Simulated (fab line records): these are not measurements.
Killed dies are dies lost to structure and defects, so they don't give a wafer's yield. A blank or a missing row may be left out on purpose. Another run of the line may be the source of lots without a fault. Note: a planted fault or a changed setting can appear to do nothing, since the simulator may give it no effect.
The tool behind it: which one? | flow sky130 | Sampling: 10 lots, 29 wafers, 6 of 708 route steps

WHAT THE GAUGES READ, wafer by wafer
The record holds no reading of a measuring or inspecting step that can be judged against a usual standard deviation.

TOOL THAT RAN EACH LOT (tool first, then ch and the chambers of the sampled wafers, then the start)
lot  | SKY_POLY_GATE_ETCH_17            | SKY_VIA1_ETCH_14                   | SKY_VIA1_STRIP_16                    | SKY_METAL2_SPUTTER_03        | SKY_METAL3_SPUTTER_01        | SKY_PAD_OPEN_PROBE_99
L819 | rie si-01 ch 0,1,3, day 16 00:37 | rie diel-02 ch 1,2,3, day 33 14:38 | plasma asher-04 ch 0,1, day 33 14:44 | pvd sputter-04, day 33 16:07 | pvd sputter-01, day 35 23:48 | -
L820 | rie si-02 ch 0,1,2, day 16 16:44 | rie diel-01 ch 0,2,3, day 34 03:02 | plasma asher-02 ch 0,1, day 34 03:07 | pvd sputter-02, day 34 04:29 | pvd sputter-01, day 36 12:01 | -
L821 | rie si-02 ch 1,2, day 17 06:32   | rie diel-02 ch 0,2,3, day 35 19:07 | plasma asher-02 ch 0, day 35 19:12   | pvd sputter-03, day 35 20:51 | pvd sputter-04, day 38 03:58 | -
L829 | rie si-01 ch 1,2, day 20 05:47   | rie diel-02 ch 0,1,3, day 37 04:32 | plasma asher-01 ch 0,1, day 37 04:37 | pvd sputter-04, day 37 05:55 | pvd sputter-01, day 39 12:06 | prober-01, day 48 07:44
L833 | rie si-02 ch 1,2, day 21 15:46   | rie diel-02 ch 0,3, day 38 11:13   | plasma asher-01 ch 0, day 38 11:19   | pvd sputter-04, day 38 12:41 | pvd sputter-01, day 40 15:43 | prober-01, day 49 03:56
L837 | rie si-02 ch 0,1,3, day 23 13:25 | rie diel-01 ch 0,3, day 39 21:45   | plasma asher-04 ch 0,1, day 39 21:50 | pvd sputter-03, day 39 23:10 | pvd sputter-01, day 42 01:58 | -
L838 | rie si-01 ch 0,1,2, day 23 15:26 | rie diel-01 ch 0,2,3, day 40 02:04 | plasma asher-04 ch 0,1, day 40 02:09 | pvd sputter-03, day 40 03:35 | pvd sputter-01, day 42 06:09 | -
L840 | rie si-02 ch 1,2, day 23 23:49   | rie diel-04 ch 0,2,3, day 40 08:52 | plasma asher-04 ch 0,1, day 40 08:57 | pvd sputter-02, day 40 10:16 | pvd sputter-01, day 42 12:40 | -
L841 | rie si-02 ch 1,2, day 24 12:01   | rie diel-02 ch 0,1, day 40 14:40   | plasma asher-04 ch 0,1, day 40 14:45 | pvd sputter-04, day 40 16:05 | pvd sputter-01, day 42 17:26 | -
L842 | rie si-01 ch 1,2,3, day 24 14:52 | rie diel-01 ch 2,3, day 40 19:50   | plasma asher-02 ch 1, day 40 19:55   | pvd sputter-02, day 40 21:17 | pvd sputter-04, day 42 22:46 | -
- SKY_POLY_GATE_ETCH_17: etches poly-Si in HBr/Cl2, stops on SiO2, target depth 180 nm, time 70.5 s.
- SKY_VIA1_ETCH_14: etches BARC in N2/H2, stops on SiO2, time 45.9 s, target depth 60 nm.
- SKY_VIA1_STRIP_16: strips in O2/N2.
- SKY_METAL2_SPUTTER_03: material Ti, target thk 5 nm, time 3.3 s.
- SKY_METAL3_SPUTTER_01: material TiN, target thk 20 nm, time 16.7 s.
- SKY_PAD_OPEN_PROBE_99

AS READ BY THE TOOLS THEMSELVES (means over the sampled wafers that have a number; for cases with no such wafer, the mark the record gives instead)
SKY_POLY_GATE_ETCH_17. Usual: drypump motor current A 5.5 A, standard deviation 0.62; he backside leak sccm 2.7 sccm, standard deviation 0.46; oes product au 0.988 a.u., standard deviation 0.0062; throttle valve pct 33.684 %, standard deviation 0.0096.
lot  | tool      | drypump motor current A (A) | he backside leak sccm (sccm) | oes product au (a.u.) | throttle valve pct (%) | flag
L819 | rie si-01 | 6.1                         | 2.5                          | 0.990                 | 33.683                 |
L820 | rie si-02 | 5.2                         | 2.8                          | 0.995                 | 33.689                 |
L821 | rie si-02 | 5.1                         | 2.8                          | 0.995                 | 33.684                 |
L829 | rie si-01 | 6.0                         | 2.5                          | 0.991                 | 33.691                 |
L833 | rie si-02 | 5.1                         | 3.0                          | 0.985                 | 33.678                 |
L837 | rie si-02 | 5.2                         | 2.7                          | 0.988                 | 33.688                 |
L838 | rie si-01 | 6.0                         | 2.6                          | 0.980                 | 33.686                 |
L840 | rie si-02 | 5.1                         | 3.1                          | 0.982                 | 33.684                 |
L841 | rie si-02 | 5.1                         | 2.9                          | 0.983                 | 33.683                 |
L842 | rie si-01 | 5.6                         | 2.6                          | 0.990                 | 33.685                 |

SKY_VIA1_ETCH_14. Usual: drypump motor current A 5.8 A, standard deviation 0.48; oes product au 0.855 a.u., standard deviation 0.0043; throttle valve pct 13.224 %, standard deviation 0.0082.
lot  | tool        | drypump motor current A (A) | oes product au (a.u.) | throttle valve pct (%) | flag
L819 | rie diel-02 | 5.4                         | 0.856                 | 13.229                 |
L820 | rie diel-01 | 5.9                         | 0.856                 | 13.222                 |
L821 | rie diel-02 | 5.7                         | 0.854                 | 13.229                 |
L829 | rie diel-02 | 5.4                         | 0.855                 | 13.228                 |
L833 | rie diel-02 | 5.6                         | 0.851                 | 13.224                 |
L837 | rie diel-01 | 6.0                         | 0.858                 | 13.228                 |
L838 | rie diel-01 | 5.9                         | 0.855                 | 13.228                 |
L840 | rie diel-04 | 6.2                         | 0.858                 | 13.227                 |
L841 | rie diel-02 | 5.3                         | 0.858                 | 13.224                 |
L842 | rie diel-01 | 6.0                         | 0.853                 | 13.225                 |

SKY_VIA1_STRIP_16. Usual: drypump motor current A 5.7 A, standard deviation 0.54; oes product au 0.417 a.u., standard deviation 0.0047; strip time to endpoint s 4.475 s, standard deviation 0.02.
lot  | tool            | drypump motor current A (A) | oes product au (a.u.) | strip time to endpoint s (s) | flag
L819 | plasma asher-04 | 5.8                         | 0.420                 | 4.480                        |
L820 | plasma asher-02 | 5.5                         | 0.417                 | 4.478                        |
L821 | plasma asher-02 | 6.0                         | 0.419                 | 4.484                        |
L829 | plasma asher-01 | 6.2                         | 0.416                 | 4.518                        |
L833 | plasma asher-01 | 5.3                         | 0.420                 | 4.510                        |
L837 | plasma asher-04 | 5.8                         | 0.418                 | 4.489                        |
L838 | plasma asher-04 | 5.5                         | 0.416                 | 4.474                        |
L840 | plasma asher-04 | 5.8                         | 0.420                 | 4.461                        |
L841 | plasma asher-04 | 5.8                         | 0.418                 | 4.495                        |
L842 | plasma asher-02 | 5.1                         | 0.415                 | 4.446                        |

SKY_METAL2_SPUTTER_03. Usual: cathode dc power W 3000.0 W, standard deviation 0.56; throttle valve pct 30.0 %, standard deviation 1.2.
lot  | tool           | cathode dc power W (W) | throttle valve pct (%) | flag
L819 | pvd sputter-04 | 3000.0                 | 31.3                   |
L820 | pvd sputter-02 | 3000.0                 | 29.2                   |
L821 | pvd sputter-03 | 3000.1                 | 29.2                   |
L829 | pvd sputter-04 | 2999.9                 | 29.1                   |
L833 | pvd sputter-04 | 3000.7                 | 31.3                   |
L837 | pvd sputter-03 | 3000.0                 | 29.3                   |
L838 | pvd sputter-03 | 2999.5                 | 29.5                   |
L840 | pvd sputter-02 | 2999.7                 | 29.9                   |
L841 | pvd sputter-04 | 3000.0                 | 30.1                   |
L842 | pvd sputter-02 | 3000.3                 | 30.3                   |

SKY_METAL3_SPUTTER_01. Usual: cathode dc power W 6500.0 W, standard deviation 1.3; throttle valve pct 30.3 %, standard deviation 0.99.
lot  | tool           | cathode dc power W (W) | throttle valve pct (%) | flag
L819 | pvd sputter-01 | 6499.7                 | 30.1                   |
L820 | pvd sputter-01 | 6499.9                 | 30.4                   |
L821 | pvd sputter-04 | 6500.1                 | 29.3                   |
L829 | pvd sputter-01 | 6499.5                 | 30.7                   |
L833 | pvd sputter-01 | 6499.1                 | 30.1                   |
L837 | pvd sputter-01 | 6500.3                 | 30.7                   |
L838 | pvd sputter-01 | 6500.8                 | 30.1                   |
L840 | pvd sputter-01 | 6501.0                 | 30.4                   |
L841 | pvd sputter-01 | 6500.6                 | 30.5                   |
L842 | pvd sputter-04 | 6500.1                 | 30.8                   |

SKY_PAD_OPEN_PROBE_99. Usual: defect limited yield 82.7 %, standard deviation 2.1; killed_at_M0_to_M3 43, standard deviation 7.2; killed_at_M4_up 3.3, standard deviation 1.8; killed at contacts 23, standard deviation 5.5; killed at front end 16, standard deviation 5.1; killed at other 0.4, standard deviation 0.65; killed dies 85, standard deviation 10; killed open 46, standard deviation 7.1; killed short 38, standard deviation 7.2; sort_bin_3_pad_short 0.9 %, standard deviation 0.41; sort_bin_5_function 10.2 %, standard deviation 1.5; sort_bin_6_memory 6.2 %, standard deviation 1.1; sort n pass 407, standard deviation 10; sort yield pct 82.7 %, standard deviation 2.1.
lot  | tool      | defect limited yield (%) | killed_at_M0_to_M3 | killed_at_M4_up | killed at contacts | killed at front end | killed at other | killed dies | killed open | killed short | sort_bin_3_pad_short (%) | sort_bin_5_function (%) | sort_bin_6_memory (%) | sort n pass | sort yield pct (%) | flag
L829 | prober-01 | 84.3                     | 37                 | 2.0             | 30                 | 8                   | 0.0             | 77          | 44          | 31           | 0.8                      | 8.9                     | 5.9                   | 415         | 84.3               |
L833 | prober-01 | 80.5                     | 45                 | 1.0             | 38                 | 11                  | 1.0             | 96          | 54          | 41           | 2.0                      | 11.4                    | 6.1                   | 396         | 80.5               |

THE ANSWER, worked out from the rows above alone
Rule: lot off if the mean of its wafers having a number is beyond 3 standard deviations from the usual mean. A lot without any number at a reading at which 4 lots or more have one is off too. Any other lot the step has rows for is counted as sound. After the gauges, taken in route order, come the tools' own readings; for these a lot's mean is taken, as printed above. At the first step where some lot is off, the reading lying furthest off is the one used; lots without a number count as furthest.
Across all readings shown, no lot is off: no conclusion can be drawn from this.

WHAT WAS PUT IN BY THE SIMULATOR
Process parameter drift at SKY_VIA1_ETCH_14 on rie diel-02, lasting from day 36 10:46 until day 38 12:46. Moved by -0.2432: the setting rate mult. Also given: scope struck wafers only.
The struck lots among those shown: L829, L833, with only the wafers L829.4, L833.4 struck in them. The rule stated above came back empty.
